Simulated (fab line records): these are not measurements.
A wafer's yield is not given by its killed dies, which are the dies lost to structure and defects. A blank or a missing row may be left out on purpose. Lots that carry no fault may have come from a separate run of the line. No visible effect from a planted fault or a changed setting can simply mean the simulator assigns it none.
What tool caused it? + flow sky130 + 11 lots, 33 wafers sampled, at 2 steps of a route of 708

WHAT THE GAUGES SHOWED, per wafer
SKY_VIA3_THK_MEAS_23: measures by xrf. Usual: VIA3_W_THK gives 401 nm (standard deviation 7.5).
| lot  | measured     | on            | VIA3_W_THK (nm) | flag |
|------|--------------|---------------|-----------------|------|
| L479 | day 39 17:44 | film-metro-01 | 395 396 394     |      |
| L480 | day 39 23:40 | film-metro-02 | 400 394 394     |      |
| L487 | day 42 17:02 | film-metro-03 | 399 401 401     |      |
| L492 | day 43 14:43 | film-metro-02 | 399 402 400     |      |
| L493 | day 44 01:58 | film-metro-02 | 398 412 396     |      |
| L496 | day 45 02:37 | film-metro-01 | 394 419 421     |      |
| L495 | day 45 05:07 | film-metro-03 | 414 403 403     |      |
| L497 | day 45 06:00 | film-metro-03 | 413 406 412     |      |
| L499 | day 45 09:52 | film-metro-02 | 392 393 393     |      |
| L501 | day 45 22:55 | film-metro-03 | 406 399 403     |      |
| L500 | day 46 00:02 | film-metro-01 | 397 398 405     |      |

TOOL THAT RAN EACH LOT (tool first, then ch and the chambers of the sampled wafers, then the start)
| lot  | SKY_VIA3_STRIP_16                    |
|------|--------------------------------------|
| L479 | plasma-asher-04 ch 0,1, day 39 16:52 |
| L480 | plasma-asher-01 ch 0, day 39 22:44   |
| L487 | plasma-asher-04 ch 0,1, day 42 16:05 |
| L492 | plasma-asher-03 ch 0,1, day 43 13:48 |
| L493 | plasma-asher-03 ch 0,1, day 44 01:05 |
| L496 | plasma-asher-01 ch 0,1, day 45 01:41 |
| L495 | plasma-asher-04 ch 0,1, day 45 04:08 |
| L497 | plasma-asher-04 ch 0,1, day 45 05:07 |
| L499 | plasma-asher-03 ch 0,1, day 45 08:56 |
| L501 | plasma-asher-04 ch 0,1, day 45 22:01 |
| L500 | plasma-asher-03 ch 0,1, day 45 23:07 |
- SKY_VIA3_STRIP_16: strips in O2/N2.

WHAT THE TOOLS THEMSELVES READ (means of the sampled wafers that have a number; where no wafer has one, the mark that the record gives instead)
SKY_VIA3_STRIP_16. Usual: drypump-motor-current-A 5.8 A, standard deviation 0.52; oes-product-au 0.403 a.u., standard deviation 0.0046; strip-time-to-endpoint-s 4.143 s, standard deviation 0.026.
| lot  | tool            | drypump-motor-current-A (A) | oes-product-au (a.u.) | strip-time-to-endpoint-s (s) | flag |
|------|-----------------|-----------------------------|-----------------------|------------------------------|------|
| L479 | plasma-asher-04 | 5.3                         | 0.405                 | 4.138                        |      |
| L480 | plasma-asher-01 | 5.8                         | 0.402                 | 4.129                        |      |
| L487 | plasma-asher-04 | 5.3                         | 0.406                 | 4.146                        |      |
| L492 | plasma-asher-03 | 5.8                         | 0.403                 | 4.147                        |      |
| L493 | plasma-asher-03 | 6.0                         | 0.405                 | 4.133                        |      |
| L496 | plasma-asher-01 | 5.7                         | 0.405                 | 4.161                        |      |
| L495 | plasma-asher-04 | 5.4                         | 0.399                 | 4.121                        |      |
| L497 | plasma-asher-04 | 5.3                         | 0.404                 | 4.145                        |      |
| L499 | plasma-asher-03 | 6.0                         | 0.404                 | 4.156                        |      |
| L501 | plasma-asher-04 | 5.8                         | 0.408                 | 4.166                        |      |
| L500 | plasma-asher-03 | 5.8                         | 0.401                 | 4.154                        |      |

THE ANSWER, worked out from the rows above alone
Rule: a lot is off if the mean of its wafers that have a number lies more than 3 standard deviations from the usual mean. A lot without any number at a reading at which 4 lots or more have one is off too. The other lots that the step has rows for count as sound. After the gauges, taken in route order, come the tools' own readings; for these a lot's mean is taken, as printed above. At the first step where some lot is off, the reading lying furthest off is the one used; lots without a number count as furthest.
No lot is off on any of the readings shown, so nothing can be concluded from this.

WHAT WAS PUT IN BY THE SIMULATOR
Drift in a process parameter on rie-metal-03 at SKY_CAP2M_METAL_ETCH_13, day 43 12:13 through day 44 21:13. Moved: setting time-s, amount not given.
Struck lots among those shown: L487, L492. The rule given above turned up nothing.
